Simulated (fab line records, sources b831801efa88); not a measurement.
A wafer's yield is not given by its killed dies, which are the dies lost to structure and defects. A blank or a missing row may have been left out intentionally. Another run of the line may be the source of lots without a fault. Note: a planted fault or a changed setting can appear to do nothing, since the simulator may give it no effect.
fab line records	flow gf180mcu
[record] lots = 24	wafers = 72	last_day = 34
route steps=602 shown SAB@277 V3@443 V4@481 V5@561 PASSIVATION@601
lots that met no fault: from a run of the same line without faults
start_h: hours from the record's first day to the start of the lot's first wafer shown	wait_h: hours elapsed since this lot's preceding step	" identical to the entry in the row above	L1.1+2: one row covering several wafers at once	- no value present, or no start provided	* or withheld: withheld	< > ~ a bound
route shown NAME@n: NAME is a module with steps in the file, n the number in the route of the first one	usual: average and standard deviation across the fault-free wafers	same: alike in all rows	chamber/n: place in a boat	sites: each site's reading	_std_site: standard deviation of those values	_edge_site: the outer-site mean with the inner-site mean subtracted	radius_mm: how far each site lies from the wafer's centre	mask NAME#n: copy n	behind: the tool/chamber that last shaped the wafer	hold: the reason the lot was held/the length of the hold in hours/how it ended	device: the n, p or np transistor that did not switch	end of line: tests of these same wafers at the route's end	where a step has no rows: the recipe by itself	killed: count of dies lost to structure and defects at first sort (not the wafer's yield)	map: a wafer's dies, marking killed ones x, the rest . and places with no die _
set.NAME: the setting the step ran with; set.NAME@STEP: the setting that earlier step ran with	model.NAME: the simulator's own value behind a step, which no gauge read
a sample of lots followed through the steps of the route, with each step as a table and each wafer as a row
services: the hour from which a tool's chamber was out of use, counted from the record's first day as start_h (under 0 if before that day), plus the number of hours and why
[[steps]]
[step GF_SAB_STRIP_13]
[recipe] chemistry = O2/N2	power_w = 1400	pressure_mtorr = 1500	platen_temp_c = 250	o2_flow_sccm = 3000	n2_flow_sccm = 300	overash_fraction = 0.5
[usual] drypump_motor_current_A = 5.7/0.5	heater_power_w = 325/36	n2_flow_sccm = 299.9/0.82	oes_product_au = 0.710/0.0045	strip_time_to_endpoint_s = 12.60/0.032
lot.wafer	tool	chamber	start_h	wait_h	drypump_motor_current_A	heater_power_w	n2_flow_sccm	oes_product_au	rf_hours_counter_h	strip_time_to_endpoint_s
L074.3	plasma_asher-04	1	344.28	0.0	5.2	280	300.7	0.712	-	12.58
L074.4	"	0	"	"	5.8	289	299.9	0.709	-	12.58
L074.5	"	0	"	"	5.9	286	300.8	0.710	-	12.59
L075.2	plasma_asher-03	0	352.16	0.0	5.6	355	299.5	0.720	78	12.60
L075.4	"	1	"	"	6.0	385	298.3	0.706	-	12.57
L075.6	"	0	"	"	5.6	354	299.9	0.707	-	12.59
L076.1	plasma_asher-01	0	365.04	0.0	6.5	328	298.3	0.708	58	12.57
L076.3	"	1	"	"	5.1	328	299.6	0.711	-	12.60
L076.4	"	0	"	"	6.6	326	299.4	0.708	-	12.57
L077.3	plasma_asher-03	0	365.48	0.0	5.7	344	299.7	0.717	-	12.56
L077.5	"	1	"	"	6.0	380	300.2	0.707	-	12.60
L077.6	"	0	"	"	5.6	343	299.4	0.708	-	12.58
L078.2	plasma_asher-04	1	374.00	0.0	5.1	289	299.7	0.706	69	12.64
L078.3	"	0	"	"	5.9	286	299.4	0.710	-	12.65
L078.6	"	0	"	"	5.9	288	298.5	0.721	-	12.65
L079.3	plasma_asher-01	0	386.98	0.0	6.6	329	299.8	0.704	-	12.61
L079.5	"	1	"	"	5.1	330	299.9	0.711	-	12.63
L079.6	"	0	"	"	6.6	324	299.7	0.715	-	12.60
L080.1	plasma_asher-03	0	391.86	0.0	5.6	347	299.9	0.709	83	12.58
L080.4	"	0	"	"	5.6	347	300.2	0.711	-	12.63
L080.6	"	1	"	"	6.0	383	300.4	0.719	-	12.60
L081.1	plasma_asher-04	1	403.40	0.0	5.2	277	299.2	0.709	72	12.61
L081.2	"	0	"	"	5.9	290	300.0	0.713	72	12.60
L081.3	"	0	"	"	5.9	281	299.6	0.708	-	12.63
L082.2	plasma_asher-01	1	409.39	0.0	5.1	328	299.3	0.716	63	12.59
L082.3	"	1	"	"	5.1	329	300.0	0.716	-	12.55
L082.5	"	0	"	"	6.6	316	299.9	0.708	-	12.59
L083.1	plasma_asher-01	0	414.53	0.0	6.6	321	300.7	0.714	64	12.66
L083.3	"	1	"	"	5.1	341	301.7	0.709	-	12.63
L083.4	"	0	"	"	6.6	322	300.7	0.717	-	12.66
L084.1	plasma_asher-04	0	423.48	0.0	5.8	286	301.7	0.705	74	12.55
L084.2	"	1	"	"	5.2	276	300.0	0.715	74	12.56
L084.6	"	0	"	"	5.9	290	300.7	0.715	-	12.58
L085.1	plasma_asher-04	1	432.31	0.0	5.2	288	301.5	0.712	75	12.66
L085.3	"	1	"	"	5.2	278	301.0	0.709	-	12.66
L085.5	"	0	"	"	5.9	286	300.0	0.711	-	12.67
L086.3	plasma_asher-04	1	445.40	0.0	5.2	283	299.7	0.713	-	12.56
L086.4	"	0	"	"	5.9	288	300.6	0.714	-	12.61
L086.5	"	0	"	"	5.9	288	300.4	0.709	-	12.58
L087.1	plasma_asher-04	0	455.20	0.0	5.9	289	300.7	0.719	78	12.58
L087.2	"	1	"	"	5.2	278	299.9	0.714	78	12.54
L087.3	"	1	"	"	5.2	288	300.6	0.703	-	12.60
L088.2	plasma_asher-03	0	462.48	0.0	5.6	346	300.0	0.706	4	12.63
L088.5	"	1	"	"	6.0	382	301.6	0.706	-	12.65
L088.6	"	0	"	"	5.6	340	299.5	0.704	-	12.61
L089.1	plasma_asher-03	1	470.49	0.0	6.0	377	298.7	0.704	4	12.58
L089.4	"	0	"	"	5.6	350	299.4	0.705	-	12.63
L089.5	"	0	"	"	5.6	336	299.6	0.709	-	12.64
L090.1	plasma_asher-03	0	481.05	0.0	5.6	346	300.1	0.711	5	12.59
L090.2	"	1	"	"	6.0	385	299.4	0.707	5	12.58
L090.6	"	1	"	"	6.0	395	300.5	0.710	-	12.58
L091.3	plasma_asher-03	0	486.99	0.0	5.6	343	299.5	0.709	-	12.59
L091.4	"	1	"	"	6.0	379	298.5	0.713	-	12.63
L091.6	"	1	"	"	6.0	384	299.8	0.718	-	12.65
L092.3	plasma_asher-01	1	493.20	0.0	5.1	339	300.2	0.716	-	12.59
L092.4	"	0	"	"	6.6	329	298.6	0.707	-	12.60
L092.5	"	0	"	"	6.6	325	298.8	0.708	-	12.58
L093.3	plasma_asher-01	0	500.93	0.0	6.5	327	300.3	0.707	-	12.59
L093.5	"	1	"	"	5.1	325	299.7	0.705	-	12.58
L093.6	"	0	"	"	6.6	320	300.6	0.701	-	12.57
L094.2	plasma_asher-03	0	509.92	0.0	5.7	343	299.7	0.709	9	12.61
L094.3	"	0	"	"	5.6	334	299.4	0.713	-	12.60
L094.5	"	1	"	"	6.0	394	299.8	0.707	-	12.63
L095.4	plasma_asher-01	1	521.41	0.0	5.1	334	298.4	0.699	-	12.64
L095.5	"	1	"	"	5.1	326	300.0	0.709	-	12.63
L095.6	"	0	"	"	6.6	318	299.0	0.707	-	12.64
L096.1	plasma_asher-01	0	522.90	0.0	6.6	331	298.9	0.710	75	12.56
L096.3	"	1	"	"	5.1	329	300.2	0.707	-	12.59
L096.4	"	0	"	"	6.6	328	299.4	0.706	-	12.63
L097.3	plasma_asher-04	1	527.80	0.0	5.2	278	300.7	0.712	-	12.58
L097.5	"	1	"	"	5.2	279	301.5	0.713	-	12.58
L097.6	"	0	"	"	5.8	284	299.2	0.717	-	12.58
[step GF_V3_CD_MEAS_14]
[recipe] target_cd_nm = 260
[usual] cd_nm = 259.8/1
lot.wafer	tool	chamber	start_h	wait_h	cd_nm
L074.3	cd_sem-02	-	520.13	0.1	259.7
L074.4	"	-	"	"	259.4
L074.5	"	-	"	"	258.5
L075.2	cd_sem-02	-	526.51	0.1	259.1
L075.4	"	-	"	"	260.2
L075.6	"	-	"	"	258.2
L076.1	cd_sem-01	-	539.71	0.1	259.8
L076.3	"	-	"	"	262.1
L076.4	"	-	"	"	261.2
L077.3	cd_sem-01	-	541.17	0.2	259.0
L077.5	"	-	"	"	258.6
L077.6	"	-	"	"	259.1
L078.2	cd_sem-01	-	548.58	0.1	259.2
L078.3	"	-	"	"	258.4
L078.6	"	-	"	"	258.9
L079.3	cd_sem-01	-	563.15	0.1	259.7
L079.5	"	-	"	"	258.6
L079.6	"	-	"	"	260.1
L080.1	cd_sem-01	-	565.88	0.2	260.1
L080.4	"	-	"	"	259.7
L080.6	"	-	"	"	259.1
L081.1	cd_sem-02	-	580.41	0.1	259.4
L081.2	"	-	"	"	259.7
L081.3	"	-	"	"	259.2
L082.2	cd_sem-01	-	583.61	0.1	260.2
L082.3	"	-	"	"	260.1
L082.5	"	-	"	"	260.1
L083.1	cd_sem-01	-	586.96	0.1	261.7
L083.3	"	-	"	"	260.1
L083.4	"	-	"	"	260.7
L084.1	cd_sem-02	-	592.75	0.2	263.1
L084.2	"	-	"	"	261.0
L084.6	"	-	"	"	261.1
L085.1	cd_sem-01	-	604.68	0.1	261.1
L085.3	"	-	"	"	260.3
L085.5	"	-	"	"	260.2
L086.3	cd_sem-02	-	612.45	0.1	261.9
L086.4	"	-	"	"	260.5
L086.5	"	-	"	"	260.8
L087.1	cd_sem-02	-	626.24	0.1	259.9
L087.2	"	-	"	"	259.7
L087.3	"	-	"	"	259.4
L088.2	cd_sem-02	-	629.47	0.1	258.9
L088.5	"	-	"	"	259.2
L088.6	"	-	"	"	259.8
L089.1	cd_sem-02	-	635.24	0.3	260.1
L089.4	"	-	"	"	259.6
L089.5	"	-	"	"	259.4
L090.1	cd_sem-02	-	647.31	0.1	260.8
L090.2	"	-	"	"	258.3
L090.6	"	-	"	"	260.3
L091.3	cd_sem-02	-	649.93	0.1	259.9
L091.4	"	-	"	"	259.2
L091.6	"	-	"	"	259.7
L092.3	cd_sem-01	-	653.97	0.1	258.7
L092.4	"	-	"	"	259.2
L092.5	"	-	"	"	258.6
L093.3	cd_sem-01	-	661.93	0.1	259.7
L093.5	"	-	"	"	260.1
L093.6	"	-	"	"	259.8
L094.2	cd_sem-01	-	670.40	0.1	258.9
L094.3	"	-	"	"	260.6
L094.5	"	-	"	"	259.0
L095.4	cd_sem-01	-	677.72	0.1	258.5
L095.5	"	-	"	"	258.2
L095.6	"	-	"	"	259.7
L096.1	cd_sem-01	-	679.18	0.1	258.4
L096.3	"	-	"	"	259.4
L096.4	"	-	"	"	259.1
L097.3	cd_sem-01	-	683.75	0.1	260.3
L097.5	"	-	"	"	259.4
L097.6	"	-	"	"	259.8
[step GF_V4_BOW_MEAS_05]
[recipe] mode = bow
[usual] V4_BOW = 135/8.9
lot.wafer	tool	chamber	start_h	wait_h	V4_BOW[um]
L074.3	film_metro-02	-	544.40	0.3	134
L074.4	"	-	"	"	138
L074.5	"	-	"	"	134
L075.2	film_metro-04	-	553.07	0.1	126
L075.4	"	-	"	"	119
L075.6	"	-	"	"	128
L076.1	film_metro-02	-	564.89	0.1	141
L076.3	"	-	"	"	142
L076.4	"	-	"	"	150
L077.3	film_metro-04	-	567.31	0.3	140
L077.5	"	-	"	"	132
L077.6	"	-	"	"	125
L078.2	film_metro-02	-	573.24	0.3	131
L078.3	"	-	"	"	138
L078.6	"	-	"	"	125
L079.3	film_metro-02	-	587.76	0.1	138
L079.5	"	-	"	"	141
L079.6	"	-	"	"	132
L080.1	film_metro-02	-	590.61	0.2	145
L080.4	"	-	"	"	150
L080.6	"	-	"	"	156
L081.1	film_metro-04	-	603.88	0.1	120
L081.2	"	-	"	"	119
L081.3	"	-	"	"	128
L082.2	film_metro-04	-	607.25	0.1	125
L082.3	"	-	"	"	141
L082.5	"	-	"	"	130
L083.1	film_metro-02	-	611.16	0.1	151
L083.3	"	-	"	"	142
L083.4	"	-	"	"	155
L084.1	film_metro-04	-	616.45	0.2	136
L084.2	"	-	"	"	129
L084.6	"	-	"	"	139
L085.1	film_metro-02	-	628.38	0.2	126
L085.3	"	-	"	"	128
L085.5	"	-	"	"	144
L086.3	film_metro-04	-	636.09	0.1	140
L086.4	"	-	"	"	120
L086.5	"	-	"	"	126
L087.1	film_metro-02	-	649.05	0.1	146
L087.2	"	-	"	"	130
L087.3	"	-	"	"	128
L088.2	film_metro-01	-	652.17	0.3	140
L088.5	"	-	"	"	134
L088.6	"	-	"	"	145
L089.1	film_metro-04	-	658.73	0.1	135
L089.4	"	-	"	"	147
L089.5	"	-	"	"	138
L090.1	film_metro-02	-	669.51	0.1	134
L090.2	"	-	"	"	131
L090.6	"	-	"	"	144
L091.3	film_metro-01	-	672.35	0.2	126
L091.4	"	-	"	"	130
L091.6	"	-	"	"	121
L092.3	film_metro-04	-	676.18	0.3	140
L092.4	"	-	"	"	139
L092.5	"	-	"	"	143
L093.3	film_metro-01	-	683.80	0.1	131
L093.5	"	-	"	"	133
L093.6	"	-	"	"	138
L094.2	film_metro-04	-	693.41	0.2	130
L094.3	"	-	"	"	145
L094.5	"	-	"	"	129
L095.4	film_metro-02	-	699.92	0.2	146
L095.5	"	-	"	"	147
L095.6	"	-	"	"	143
L096.1	film_metro-02	-	701.30	0.1	136
L096.3	"	-	"	"	138
L096.4	"	-	"	"	129
L097.3	film_metro-01	-	705.47	0.2	130
L097.5	"	-	"	"	134
L097.6	"	-	"	"	128
[step GF_V4_CVD_23]
[recipe] material = W	target_thk_nm = 350	time_s = 104.9	temp_c = 400	pressure_torr = 40
[usual] heater_power_w = 894/68
lot.wafer	tool	chamber	start_h	wait_h	heater_power_w
L074.3	cvd_w-01	1	567.19	0.1	811
L074.4	"	0	"	"	972
L074.5	"	1	"	"	811
L075.2	cvd_w-01	1	575.89	0.0	795
L075.4	"	1	"	"	817
L075.6	"	0	"	"	947
L076.1	cvd_w-02	1	587.58	0.0	934
L076.3	"	1	"	"	932
L076.4	"	0	"	"	833
L077.3	cvd_w-02	1	589.73	0.1	929
L077.5	"	0	"	"	843
L077.6	"	1	"	"	927
L078.2	cvd_w-02	0	595.85	0.0	859
L078.3	"	1	"	"	955
L078.6	"	0	"	"	825
L079.3	cvd_w-02	1	609.13	0.1	954
L079.5	"	0	"	"	837
L079.6	"	1	"	"	897
L080.1	cvd_w-01	1	612.84	0.0	819
L080.4	"	0	"	"	996
L080.6	"	1	"	"	811
L081.1	cvd_w-02	0	625.10	0.0	827
L081.2	"	1	"	"	946
L081.3	"	0	"	"	841
L082.2	cvd_w-02	1	629.00	0.0	958
L082.3	"	0	"	"	846
L082.5	"	1	"	"	936
L083.1	cvd_w-02	0	632.49	0.0	837
L083.3	"	1	"	"	932
L083.4	"	0	"	"	843
L084.1	cvd_w-01	1	637.95	0.0	819
L084.2	"	0	"	"	958
L084.6	"	1	"	"	784
L085.1	cvd_w-01	1	649.20	0.0	823
L085.3	"	0	"	"	985
L085.5	"	0	"	"	994
L086.3	cvd_w-01	1	656.74	0.1	783
L086.4	"	0	"	"	983
L086.5	"	1	"	"	832
L087.1	cvd_w-02	1	668.69	0.0	939
L087.2	"	0	"	"	864
L087.3	"	0	"	"	828
L088.2	cvd_w-02	1	673.16	0.0	940
L088.5	"	0	"	"	849
L088.6	"	1	"	"	953
L089.1	cvd_w-02	1	678.93	0.0	958
L089.4	"	1	"	"	971
L089.5	"	1	"	"	960
L090.1	cvd_w-01	0	689.12	0.0	979
L090.2	"	1	"	"	809
L090.6	"	1	"	"	803
L091.3	cvd_w-01	1	692.53	0.1	819
L091.4	"	0	"	"	1001
L091.6	"	0	"	"	961
L092.3	cvd_w-01	1	696.53	0.1	832
L092.4	"	0	"	"	973
L092.5	"	1	"	"	804
L093.3	cvd_w-01	1	703.92	0.1	822
L093.5	"	1	"	"	831
L093.6	"	0	"	"	992
L094.2	cvd_w-01	1	712.80	0.0	822
L094.3	"	1	"	"	813
L094.5	"	0	"	"	969
L095.4	cvd_w-01	0	719.10	0.1	961
L095.5	"	0	"	"	978
L095.6	"	1	"	"	825
L096.1	cvd_w-02	0	720.55	0.0	838
L096.3	"	1	"	"	942
L096.4	"	0	"	"	849
L097.3	cvd_w-01	0	724.58	0.1	976
L097.5	"	1	"	"	816
L097.6	"	0	"	"	963
[step GF_V5_SPUTTER_21]
[recipe] material = Ti	target_thk_nm = 15	chamber_pressure_pa = 5	power_w = 2500	substrate_temp_c = 200	time_s = 80.02
[usual] throttle_valve_pct = 29.6/0.97
lot.wafer	tool	chamber	start_h	wait_h	throttle_valve_pct
L074.3	pvd_sputter-03	-	633.22	0.0	29.1
L074.4	"	-	"	"	29.9
L074.5	"	-	"	"	29.8
L075.2	pvd_sputter-01	-	640.96	0.0	31.2
L075.4	"	-	"	"	29.9
L075.6	"	-	"	"	30.2
L076.1	pvd_sputter-01	-	652.20	0.0	28.9
L076.3	"	-	"	"	29.9
L076.4	"	-	"	"	30.6
L077.3	pvd_sputter-03	-	653.81	0.0	28.9
L077.5	"	-	"	"	30.1
L077.6	"	-	"	"	29.2
L078.2	pvd_sputter-03	-	660.12	0.0	30.3
L078.3	"	-	"	"	30.0
L078.6	"	-	"	"	29.0
L079.3	pvd_sputter-04	-	672.68	0.0	28.4
L079.5	"	-	"	"	30.1
L079.6	"	-	"	"	31.6
L080.1	pvd_sputter-03	-	675.97	0.0	30.1
L080.4	"	-	"	"	30.3
L080.6	"	-	"	"	30.1
L081.1	pvd_sputter-04	-	687.56	0.0	28.4
L081.2	"	-	"	"	30.0
L081.3	"	-	"	"	29.7
L082.2	pvd_sputter-03	-	689.73	0.0	29.0
L082.3	"	-	"	"	30.1
L082.5	"	-	"	"	29.1
L083.1	pvd_sputter-04	-	693.17	0.0	29.3
L083.3	"	-	"	"	28.3
L083.4	"	-	"	"	31.4
L084.1	pvd_sputter-01	-	699.31	0.0	28.9
L084.2	"	-	"	"	31.1
L084.6	"	-	"	"	31.4
L085.1	pvd_sputter-03	-	709.23	0.0	30.1
L085.3	"	-	"	"	28.9
L085.5	"	-	"	"	30.1
L086.3	pvd_sputter-03	-	716.73	0.0	28.2
L086.4	"	-	"	"	30.2
L086.5	"	-	"	"	29.9
L087.1	pvd_sputter-04	-	727.11	0.0	28.4
L087.2	"	-	"	"	31.5
L087.3	"	-	"	"	29.6
L088.2	pvd_sputter-03	-	731.96	0.0	30.3
L088.5	"	-	"	"	30.4
L088.6	"	-	"	"	29.1
L089.1	pvd_sputter-01	-	736.96	0.0	30.4
L089.4	"	-	"	"	29.9
L089.5	"	-	"	"	29.2
L090.1	pvd_sputter-04	-	745.50	0.0	28.5
L090.2	"	-	"	"	29.2
L090.6	"	-	"	"	28.5
L091.3	pvd_sputter-03	-	749.18	0.0	30.2
L091.4	"	-	"	"	28.1
L091.6	"	-	"	"	28.0
L092.3	pvd_sputter-03	-	752.70	0.0	28.3
L092.4	"	-	"	"	29.1
L092.5	"	-	"	"	30.0
L093.3	pvd_sputter-03	-	759.13	0.0	30.0
L093.5	"	-	"	"	29.9
L093.6	"	-	"	"	27.9
L094.2	pvd_sputter-03	-	766.88	0.0	30.1
L094.3	"	-	"	"	28.9
L094.5	"	-	"	"	29.0
L095.4	pvd_sputter-01	-	773.47	0.0	29.8
L095.5	"	-	"	"	30.0
L095.6	"	-	"	"	31.4
L096.1	pvd_sputter-03	-	774.13	0.0	28.0
L096.3	"	-	"	"	30.1
L096.4	"	-	"	"	30.3
L097.3	pvd_sputter-03	-	778.22	0.0	30.1
L097.5	"	-	"	"	30.3
L097.6	"	-	"	"	28.8
[step GF_PASSIVATION_BOW_MEAS_14]
[recipe] mode = bow
[usual] PASSIVATION_BOW = 137/10
lot.wafer	tool	chamber	start_h	wait_h	PASSIVATION_BOW[um]
L074.3	film_metro-01	-	676.21	0.0	131
L074.4	"	-	"	"	136
L074.5	"	-	"	"	134
L075.2	film_metro-04	-	682.40	0.0	125
L075.4	"	-	"	"	122
L075.6	"	-	"	"	130
L076.1	film_metro-01	-	693.78	0.0	134
L076.3	"	-	"	"	137
L076.4	"	-	"	"	145
L077.3	film_metro-02	-	695.72	0.0	152
L077.5	"	-	"	"	145
L077.6	"	-	"	"	135
L078.2	film_metro-01	-	701.99	0.0	131
L078.3	"	-	"	"	138
L078.6	"	-	"	"	125
L079.3	film_metro-02	-	714.62	0.0	141
L079.5	"	-	"	"	145
L079.6	"	-	"	"	135
L080.1	film_metro-04	-	716.78	0.0	144
L080.4	"	-	"	"	151
L080.6	"	-	"	"	156
L081.1	film_metro-01	-	727.33	0.0	135
L081.2	"	-	"	"	133
L081.3	"	-	"	"	145
L082.2	film_metro-04	-	729.49	0.0	130
L082.3	"	-	"	"	147
L082.5	"	-	"	"	136
L083.1	film_metro-01	-	733.52	0.0	159
L083.3	"	-	"	"	150
L083.4	"	-	"	"	164
L084.1	film_metro-04	-	738.97	0.0	140
L084.2	"	-	"	"	133
L084.6	"	-	"	"	144
L085.1	film_metro-01	-	748.17	0.0	116
L085.3	"	-	"	"	118
L085.5	"	-	"	"	135
L086.3	film_metro-04	-	753.46	0.0	141
L086.4	"	-	"	"	122
L086.5	"	-	"	"	129
L087.1	film_metro-02	-	764.88	0.0	147
L087.2	"	-	"	"	133
L087.3	"	-	"	"	130
L088.2	film_metro-01	-	768.60	0.0	143
L088.5	"	-	"	"	138
L088.6	"	-	"	"	147
L089.1	film_metro-02	-	773.38	0.0	141
L089.4	"	-	"	"	156
L089.5	"	-	"	"	146
L090.1	film_metro-01	-	781.27	0.0	140
L090.2	"	-	"	"	135
L090.6	"	-	"	"	150
L091.3	film_metro-02	-	784.86	0.0	127
L091.4	"	-	"	"	131
L091.6	"	-	"	"	122
L092.3	film_metro-01	-	789.46	0.0	136
L092.4	"	-	"	"	135
L092.5	"	-	"	"	139
L093.3	film_metro-01	-	794.56	0.0	125
L093.5	"	-	"	"	127
L093.6	"	-	"	"	132
L094.2	film_metro-04	-	800.99	0.0	135
L094.3	"	-	"	"	149
L094.5	"	-	"	"	134
L095.4	film_metro-01	-	807.94	0.1	151
L095.5	"	-	"	"	150
L095.6	"	-	"	"	146
L096.1	film_metro-01	-	808.47	0.0	132
L096.3	"	-	"	"	137
L096.4	"	-	"	"	126
L097.3	film_metro-02	-	812.77	0.0	123
L097.5	"	-	"	"	128
L097.6	"	-	"	"	123
[[services]]
tool	chamber	start_h	hours	kind
plasma_asher-04	-	327.51	15.7	repair
pvd_sputter-03	-	355.78	16.3	repair
cvd_w-01	-	381.51	0.8	repair
cvd_w-01	-	390.00	14.0	pm
cvd_w-02	-	392.58	0.7	repair
plasma_asher-04	-	405.06	3.4	repair
pvd_sputter-03	-	409.18	7.5	repair
pvd_sputter-03	-	417.51	1.7	repair
plasma_asher-03	-	421.25	9.0	pm
plasma_asher-04	-	428.34	0.7	repair
cvd_w-01	-	472.01	0.2	repair
cvd_w-02	1	543.16	6.2	repair
cvd_w-02	-	550.14	6.0	pm
plasma_asher-04	-	552.88	0.7	repair
cvd_w-01	-	558.91	0.8	repair
plasma_asher-01	-	579.04	0.3	repair
cvd_w-01	1	583.38	7.0	repair
plasma_asher-03	-	650.47	2.5	repair
cvd_w-01	-	663.43	2.8	pm
cvd_w-02	0	664.52	3.1	repair
plasma_asher-04	-	733.75	9.0	pm
cvd_w-02	1	740.01	6.1	repair
plasma_asher-03	-	747.02	5.4	repair
plasma_asher-04	-	753.07	2.8	pm
[[key]]
fault none
